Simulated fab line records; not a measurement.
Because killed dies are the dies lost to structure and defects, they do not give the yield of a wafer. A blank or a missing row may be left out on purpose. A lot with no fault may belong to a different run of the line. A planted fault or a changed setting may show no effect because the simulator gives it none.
Which tool is to blame? | flow sky130 | 42 wafers from 14 lots sampled at 5 of the route's 708 steps

## WHAT THE GAUGES SHOWED, per wafer
The record holds no reading of a measuring or inspecting step that can be judged against a usual standard deviation.

## TOOL THAT RAN EACH LOT (tool first, then ch and the chambers of the sampled wafers, then the start)
lot  | SKY_METAL3_DESCUM_15              | SKY_METAL3_ETCH_17                 | SKY_METAL5_DESCUM_14              | SKY_PASSIVATION_CVD_00          | SKY_PAD_OPEN_PROBE_99
L316 | rie-metal-01 ch 0,1, day 38 15:44 | rie-diel-03 ch 0,1,2, day 38 15:52 | rie-metal-03 ch 0,1, day 43 21:37 | pecvd-02 ch 0,2, day 43 22:58   | prober-02, day 45 20:45
L318 | rie-metal-01 ch 0,1, day 39 01:49 | rie-diel-02 ch 1,2,3, day 39 01:57 | rie-metal-01 ch 0,1, day 44 07:31 | pecvd-04 ch 0,1, day 44 08:22   | prober-01, day 46 04:53
L319 | rie-metal-04 ch 1, day 39 07:34   | rie-diel-01 ch 0,1, day 39 07:48   | rie-metal-01 ch 0,1, day 44 13:25 | pecvd-03 ch 0,1,2, day 44 14:37 | prober-01, day 46 12:28
L321 | rie-metal-04 ch 0,1, day 40 02:18 | rie-diel-02 ch 0,2,3, day 40 02:25 | rie-metal-01 ch 0,1, day 45 04:39 | pecvd-02 ch 0,2, day 45 05:31   | prober-01, day 47 01:02
L325 | rie-metal-01 ch 0,1, day 41 06:55 | rie-diel-02 ch 1,3, day 41 07:03   | rie-metal-03 ch 0,1, day 46 04:44 | pecvd-03 ch 0,1, day 46 05:40   | prober-01, day 47 23:55
L328 | rie-metal-02 ch 0,1, day 42 06:22 | rie-diel-01 ch 0,1,3, day 42 06:30 | rie-metal-03 ch 0,1, day 47 00:52 | pecvd-02 ch 1,2, day 47 01:44   | prober-02, day 48 18:46
L329 | rie-metal-01 ch 0,1, day 42 08:50 | rie-diel-01 ch 1,2,3, day 42 08:58 | rie-metal-01 ch 0,1, day 47 02:23 | pecvd-04 ch 1,2, day 47 03:15   | -
L330 | rie-metal-02 ch 0,1, day 42 18:47 | rie-diel-03 ch 1,2,3, day 42 18:55 | rie-metal-01 ch 0,1, day 47 14:44 | pecvd-02 ch 0,2, day 47 15:36   | -
L331 | rie-metal-04 ch 0,1, day 43 15:07 | rie-diel-01 ch 1,3, day 43 15:15   | rie-metal-01 ch 0,1, day 48 06:05 | pecvd-03 ch 0,2, day 48 06:58   | -
L334 | rie-metal-02 ch 0,1, day 43 23:04 | rie-diel-01 ch 0,2,3, day 43 23:12 | rie-metal-03 ch 0,1, day 48 14:43 | pecvd-03 ch 0,1,2, day 48 15:35 | prober-01, day 50 05:23
L336 | rie-metal-02 ch 0,1, day 44 14:24 | rie-diel-02 ch 0,1, day 44 14:31   | rie-metal-03 ch 0,1, day 49 01:29 | pecvd-04 ch 0,1,2, day 49 02:20 | prober-01, day 50 14:23
L338 | rie-metal-02 ch 0,1, day 44 19:38 | rie-diel-01 ch 1,2,3, day 44 19:45 | rie-metal-01 ch 0,1, day 49 05:49 | pecvd-04 ch 1,2, day 49 06:40   | prober-01, day 50 19:15
L337 | rie-metal-01 ch 0,1, day 44 20:29 | rie-diel-02 ch 1,2,3, day 44 20:37 | rie-metal-02 ch 0,1, day 49 06:05 | pecvd-04 ch 0,1, day 49 07:00   | prober-02, day 50 19:31
L339 | rie-metal-04 ch 0,1, day 45 00:08 | rie-diel-01 ch 0,1, day 45 00:16   | rie-metal-01 ch 0,1, day 49 06:49 | pecvd-04 ch 0,1, day 49 07:43   | prober-01, day 50 20:39
- SKY_METAL3_DESCUM_15: chemistry O2, time 8 s.
- SKY_METAL3_ETCH_17: etches SiO2 in C4F8/O2/Ar, stops on TiN, time 3.9 s, target depth 15 nm.
- SKY_METAL5_DESCUM_14: chemistry O2, time 11 s.
- SKY_PASSIVATION_CVD_00: deposits SiO2, target thk 90 nm.
- SKY_PAD_OPEN_PROBE_99

## WHAT THE TOOLS THEMSELVES READ (means of the sampled wafers that have a number; where no wafer has one, the mark that the record gives instead)
SKY_METAL3_DESCUM_15. Usual: drypump-motor-current-A 5.7 A, standard deviation 0.42; oes-product-au 1.000 a.u., standard deviation 0.011.
lot  | tool         | drypump-motor-current-A (A) | oes-product-au (a.u.) | flag
L316 | rie-metal-01 | 5.7                         | 0.991                 |
L318 | rie-metal-01 | 5.7                         | 0.991                 |
L319 | rie-metal-04 | 6.0                         | 1.013                 |
L321 | rie-metal-04 | 6.0                         | 1.006                 |
L325 | rie-metal-01 | 5.5                         | 0.986                 |
L328 | rie-metal-02 | 5.7                         | 0.998                 |
L329 | rie-metal-01 | 5.7                         | 0.982                 |
L330 | rie-metal-02 | 5.7                         | 1.011                 |
L331 | rie-metal-04 | 6.0                         | 0.997                 |
L334 | rie-metal-02 | 5.4                         | 1.001                 |
L336 | rie-metal-02 | 5.4                         | 1.009                 |
L338 | rie-metal-02 | 5.7                         | 1.008                 |
L337 | rie-metal-01 | 5.5                         | 0.989                 |
L339 | rie-metal-04 | 6.0                         | 1.004                 |

SKY_METAL3_ETCH_17. Usual: oes-product-au 0.752 a.u., standard deviation 0.0069.
lot  | tool        | oes-product-au (a.u.) | flag
L316 | rie-diel-03 | 0.754                 |
L318 | rie-diel-02 | 0.765                 |
L319 | rie-diel-01 | 0.749                 |
L321 | rie-diel-02 | 0.756                 |
L325 | rie-diel-02 | 0.754                 |
L328 | rie-diel-01 | 0.752                 |
L329 | rie-diel-01 | 0.753                 |
L330 | rie-diel-03 | 0.749                 |
L331 | rie-diel-01 | 0.755                 |
L334 | rie-diel-01 | 0.754                 |
L336 | rie-diel-02 | 0.748                 |
L338 | rie-diel-01 | 0.754                 |
L337 | rie-diel-02 | 0.750                 |
L339 | rie-diel-01 | 0.758                 |

SKY_METAL5_DESCUM_14. Usual: drypump-motor-current-A 5.4 A, standard deviation 0.46; oes-product-au 0.998 a.u., standard deviation 0.011.
lot  | tool         | drypump-motor-current-A (A) | oes-product-au (a.u.) | flag
L316 | rie-metal-03 | 5.3                         | 1.003                 |
L318 | rie-metal-01 | 5.7                         | 0.989                 |
L319 | rie-metal-01 | 5.5                         | 0.984                 |
L321 | rie-metal-01 | 5.5                         | 0.982                 |
L325 | rie-metal-03 | 5.3                         | 1.006                 |
L328 | rie-metal-03 | 5.0                         | 1.002                 |
L329 | rie-metal-01 | 5.8                         | 0.994                 |
L330 | rie-metal-01 | 5.7                         | 0.989                 |
L331 | rie-metal-01 | 5.7                         | 0.989                 |
L334 | rie-metal-03 | 5.0                         | 1.006                 |
L336 | rie-metal-03 | 5.0                         | 1.005                 |
L338 | rie-metal-01 | 5.7                         | 0.997                 |
L337 | rie-metal-02 | 5.7                         | 1.013                 |
L339 | rie-metal-01 | 5.7                         | 0.986                 |

SKY_PASSIVATION_CVD_00. Usual: heater-power-outer-w 379 W, standard deviation 58; heater-power-w 635 W, standard deviation 92.
lot  | tool     | heater-power-outer-w (W) | heater-power-w (W) | flag
L316 | pecvd-02 | 383                      | 649                |
L318 | pecvd-04 | 311                      | 517                |
L319 | pecvd-03 | 416                      | 678                |
L321 | pecvd-02 | 421                      | 702                |
L325 | pecvd-03 | 503                      | 797                |
L328 | pecvd-02 | 414                      | 736                |
L329 | pecvd-04 | -                        | -                  | OFF
L330 | pecvd-02 | -                        | -                  | OFF
L331 | pecvd-03 | -                        | -                  | OFF
L334 | pecvd-03 | 450                      | 731                |
L336 | pecvd-04 | 309                      | 515                |
L338 | pecvd-04 | 336                      | 563                |
L337 | pecvd-04 | 332                      | 544                |
L339 | pecvd-04 | 351                      | 576                |

SKY_PAD_OPEN_PROBE_99. Usual: defect-limited-yield 82.6 %, standard deviation 1.8; killed_at_M0_to_M3 44, standard deviation 6.3; killed_at_M4_up 2.8, standard deviation 1.7; killed-at-contacts 25, standard deviation 5.8; killed-at-front-end 14, standard deviation 4.4; killed-at-other 0.3, standard deviation 0.49; killed-dies 86, standard deviation 8.7; killed-on-rim 17, standard deviation 4.3; killed-open 48, standard deviation 5.8; killed-short 38, standard deviation 6; sort_bin_3_pad_short 0.8 %, standard deviation 0.39; sort_bin_5_function 10.4 %, standard deviation 1.4; sort_bin_6_memory 6.2 %, standard deviation 1.1; sort-n-pass 406, standard deviation 8.7; sort-yield-pct 82.6 %, standard deviation 1.8.
lot  | tool      | defect-limited-yield (%) | killed_at_M0_to_M3 | killed_at_M4_up | killed-at-contacts | killed-at-front-end | killed-at-other | killed-dies | killed-on-rim | killed-open | killed-short | sort_bin_3_pad_short (%) | sort_bin_5_function (%) | sort_bin_6_memory (%) | sort-n-pass | sort-yield-pct (%) | flag
L316 | prober-02 | 81.1                     | 47                 | 3.7             | 24                 | 18                  | 0.0             | 93          | 17            | 51          | 41           | 0.7                      | 12.2                    | 5.9                   | 399         | 81.1               |
L318 | prober-01 | 82.0                     | 40                 | 2.7             | 29                 | 17                  | 0.0             | 88          | 17            | 46          | 42           | 1.1                      | 10.7                    | 6.2                   | 404         | 82.0               |
L319 | prober-01 | 82.6                     | 46                 | 3.3             | 24                 | 12                  | 0.0             | 85          | 17            | 46          | 40           | 0.8                      | 10.2                    | 6.4                   | 407         | 82.6               |
L321 | prober-01 | 83.8                     | 42                 | 4.7             | 22                 | 11                  | 0.3             | 80          | 14            | 45          | 35           | 0.7                      | 9.8                     | 5.8                   | 412         | 83.8               |
L325 | prober-01 | 79.7                     | 45                 | 3.0             | 36                 | 17                  | 0.0             | 100         | 22            | 55          | 45           | 1.5                      | 12.1                    | 6.7                   | 392         | 79.7               |
L328 | prober-02 | 83.4                     | 40                 | 1.3             | 28                 | 12                  | 0.0             | 82          | 15            | 43          | 39           | 0.5                      | 10.7                    | 5.6                   | 410         | 83.4               |
L334 | prober-01 | 82.9                     | 41                 | 3.7             | 25                 | 14                  | 0.0             | 84          | 17            | 50          | 35           | 0.9                      | 10.1                    | 6.2                   | 408         | 82.9               |
L336 | prober-01 | 82.3                     | 44                 | 3.0             | 26                 | 14                  | 0.3             | 87          | 17            | 47          | 41           | 0.7                      | 10.0                    | 7.0                   | 405         | 82.3               |
L338 | prober-01 | 83.9                     | 39                 | 3.3             | 23                 | 14                  | 0.0             | 79          | 15            | 44          | 35           | 0.7                      | 9.7                     | 5.7                   | 413         | 83.9               |
L337 | prober-02 | 82.1                     | 44                 | 1.3             | 26                 | 17                  | 0.7             | 88          | 20            | 50          | 38           | 0.9                      | 10.2                    | 6.8                   | 404         | 82.1               |
L339 | prober-01 | 82.9                     | 45                 | 2.3             | 22                 | 15                  | 0.3             | 84          | 12            | 45          | 40           | 0.8                      | 9.9                     | 6.4                   | 408         | 82.9               |

## THE ANSWER, worked out from the rows above alone
Rule: a lot counts as off when the mean over its wafers that have a number is more than 3 standard deviations away from the usual mean. Also off: a lot with no number at a reading for which 4 or more lots have one. Where the step has rows for the other lots, those lots are counted as sound. After the gauges, taken in route order, come the tools' own readings; for these a lot's mean is taken, as printed above. The first step at which some lot is off is used, and at that step the reading that is off furthest; a lot without a number counts as furthest.
Off, at SKY_PASSIVATION_CVD_00 on heater-power-outer-w: L329, L330, L331. Without a number there: L329, L330, L331.
If a tool, at that step or one of the process steps before it, ran each lot that is off and ran no sound lot following the first of them, it fits. Not one of the candidates tried fits.

## WHAT HAD BEEN PUT IN BY THE SIMULATOR
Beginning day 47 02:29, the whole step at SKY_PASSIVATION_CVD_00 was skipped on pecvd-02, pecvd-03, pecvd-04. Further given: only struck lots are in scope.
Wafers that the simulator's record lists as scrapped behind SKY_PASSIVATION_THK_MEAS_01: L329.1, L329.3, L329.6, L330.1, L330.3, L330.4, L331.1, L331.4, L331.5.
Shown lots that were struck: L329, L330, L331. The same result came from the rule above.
